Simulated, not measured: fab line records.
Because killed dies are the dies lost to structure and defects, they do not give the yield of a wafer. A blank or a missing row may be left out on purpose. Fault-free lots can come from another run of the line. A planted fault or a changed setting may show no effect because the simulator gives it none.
Which tool is to blame? ; flow sky130 ; 14 lots with 42 wafers sampled at 4 steps, on a route of 708 steps

## WHAT EACH GAUGE READ, for each wafer
The record holds no reading of a measuring or inspecting step that can be judged against a usual standard deviation.

## WHAT TOOL EACH LOT RAN ON (gives the tool, then ch and the chambers of the sampled wafers, and finally the start)
lot;SKY_CAP2M_CVD_00;SKY_METAL4_DESCUM_15;SKY_METAL4_ETCH_16;SKY_PASSIVATION_CVD_02
L107;pecvd-02 ch 1,2, day 39 19:39;rie metal-04 ch 1, day 41 21:40;rie metal-04 ch 1, day 41 21:44;pecvd-02 ch 0,1,2, day 44 00:08
L108;pecvd-03 ch 0,1,2, day 40 05:03;rie metal-04 ch 1, day 42 04:07;rie metal-04 ch 1, day 42 04:11;pecvd-02 ch 0,1,2, day 44 06:23
L109;pecvd-01 ch 0,1, day 40 08:59;rie metal-04 ch 0, day 42 10:25;rie metal-04 ch 0, day 42 10:26;pecvd-02 ch 0,1,2, day 44 11:26
L110;pecvd-01 ch 0,1,2, day 41 00:19;rie metal-03 ch 0,1, day 43 00:43;rie metal-03 ch 0,1, day 43 00:45;pecvd-01 ch 0,1,2, day 45 01:23
L112;pecvd-03 ch 0,1,2, day 41 19:10;rie metal-03 ch 0,1, day 43 17:49;rie metal-03 ch 0,1, day 43 17:51;pecvd-04 ch 1,2, day 45 16:35
L113;pecvd-03 ch 0,1,2, day 42 00:17;rie metal-03 ch 0, day 43 23:00;rie metal-03 ch 0, day 43 23:02;pecvd-04 ch 0,1,2, day 45 23:29
L114;pecvd-02 ch 0,1, day 42 01:32;rie metal-01 ch 0,1, day 44 00:30;rie metal-01 ch 0,1, day 44 00:32;pecvd-02 ch 1, day 46 00:12
L119;pecvd-01 ch 0,2, day 43 10:46;rie metal-03 ch 0,1, day 45 08:01;rie metal-03 ch 0,1, day 45 08:04;pecvd-04 ch 1,2, day 47 04:35
L122;pecvd-03 ch 0,1,2, day 43 22:24;rie metal-04 ch 0,1, day 45 18:49;rie metal-04 ch 0,1, day 45 18:51;pecvd-01 ch 0,1, day 47 15:59
L123;pecvd-03 ch 1,2, day 44 12:21;rie metal-01 ch 0,1, day 46 08:22;rie metal-01 ch 0,1, day 46 08:23;pecvd-04 ch 0,1,2, day 48 04:26
L125;pecvd-01 ch 0,2, day 44 22:32;rie metal-03 ch 0,1, day 46 17:13;rie metal-03 ch 0,1, day 46 17:14;pecvd-04 ch 0,1,2, day 48 12:37
L128;pecvd-03 ch 0,1, day 45 16:49;rie metal-03 ch 0,1, day 47 11:47;rie metal-03 ch 0,1, day 47 11:50;pecvd-02 ch 0,1,2, day 49 04:19
L129;pecvd-03 ch 0,2, day 46 00:35;rie metal-04 ch 0,1, day 47 19:52;rie metal-04 ch 0,1, day 47 19:54;pecvd-01 ch 0,1, day 49 11:45
L130;pecvd-02 ch 0,1, day 46 05:34;rie metal-04 ch 0,1, day 47 22:13;rie metal-04 ch 0,1, day 47 22:17;pecvd-02 ch 0,1, day 49 15:43
- SKY_CAP2M_CVD_00: deposits SiO2, target thk 15.5 nm.
- SKY_METAL4_DESCUM_15: chemistry O2, time 8 s.
- SKY_METAL4_ETCH_16: etches BARC in N2/H2, stops on SiO2, time 88.2 s, target depth 60 nm.
- SKY_PASSIVATION_CVD_02: deposits Si3N4, target thk 540 nm.

## AS READ BY THE TOOLS THEMSELVES (means over the sampled wafers that have a number; for cases with no such wafer, the mark the record gives instead)
SKY_CAP2M_CVD_00.
lot;tool;heater power outer w (W);heater power w (W)
L107;pecvd-02;385;647
L108;pecvd-03;425;746
L109;pecvd-01;388;688
L110;pecvd-01;413;699
L112;pecvd-03;405;714
L113;pecvd-03;412;729
L114;pecvd-02;440;764
L119;pecvd-01;383;648
L122;pecvd-03;352;642
L123;pecvd-03;418;731
L125;pecvd-01;411;679
L128;pecvd-03;439;772
L129;pecvd-03;380;675
L130;pecvd-02;442;749

SKY_METAL4_DESCUM_15.
lot;tool;drypump motor current A (A);oes product au (a.u.)
L107;rie metal-04;5.5;0.997
L108;rie metal-04;5.5;1.007
L109;rie metal-04;5.8;0.998
L110;rie metal-03;5.8;1.000
L112;rie metal-03;6.0;1.004
L113;rie metal-03;5.4;1.004
L114;rie metal-01;6.1;0.997
L119;rie metal-03;6.0;1.003
L122;rie metal-04;5.7;1.006
L123;rie metal-01;6.1;1.004
L125;rie metal-03;6.0;1.001
L128;rie metal-03;5.7;1.005
L129;rie metal-04;5.7;1.010
L130;rie metal-04;5.7;1.007

SKY_METAL4_ETCH_16.
lot;tool;drypump motor current A (A);oes product au (a.u.);throttle valve pct (%)
L107;rie metal-04;5.5;0.626;13.197
L108;rie metal-04;5.5;0.625;13.205
L109;rie metal-04;5.8;0.630;13.205
L110;rie metal-03;5.7;0.623;13.208
L112;rie metal-03;6.0;0.623;13.212
L113;rie metal-03;5.4;0.626;13.210
L114;rie metal-01;6.2;0.625;13.205
L119;rie metal-03;6.0;0.624;13.218
L122;rie metal-04;5.7;0.623;13.205
L123;rie metal-01;6.2;0.622;13.209
L125;rie metal-03;6.0;0.632;13.209
L128;rie metal-03;5.8;0.627;13.207
L129;rie metal-04;5.7;0.631;13.201
L130;rie metal-04;5.7;0.623;13.196

SKY_PASSIVATION_CVD_02.
lot;tool;heater power outer w (W);heater power w (W)
L107;pecvd-02;408;694
L108;pecvd-02;409;692
L109;pecvd-02;429;717
L110;pecvd-01;407;678
L112;pecvd-04;439;734
L113;pecvd-04;-;-
L114;pecvd-02;-;-
L119;pecvd-04;433;727
L122;pecvd-01;421;715
L123;pecvd-04;444;760
L125;pecvd-04;419;724
L128;pecvd-02;447;742
L129;pecvd-01;396;658
L130;pecvd-02;411;699

## THE ANSWER, worked out from the rows above alone
Rule: what is usual is taken from the lots themselves. Put in order of their means at a reading, lots are off if they are a third of the lots or fewer, leave a main group of 4 or more, and stand apart from it by a gap of 3 or more times the standard deviation of the main group's means; of several such gaps the widest counts. A main group is skipped when, at the precision printed for the reading in the tables above, its means are all equal. A lot without any number at a reading at which 4 lots or more have one is off too. The other lots that the step has rows for count as sound. First the gauges in route order, then the tools' own readings, where a lot's mean is used as printed above. At the first step where some lot is off, the reading lying furthest off is the one used; lots without a number count as furthest.
Off, at SKY_PASSIVATION_CVD_02 on heater power outer w: L113, L114. Without a number there: L113, L114. Main group: mean 422 W, sd 16.
A tool fits if, at that step or a process step before it, it ran every lot that is off, and no sound lot after the first of them. No candidate that was tried fits.

## WHAT WAS PUT IN BY THE SIMULATOR
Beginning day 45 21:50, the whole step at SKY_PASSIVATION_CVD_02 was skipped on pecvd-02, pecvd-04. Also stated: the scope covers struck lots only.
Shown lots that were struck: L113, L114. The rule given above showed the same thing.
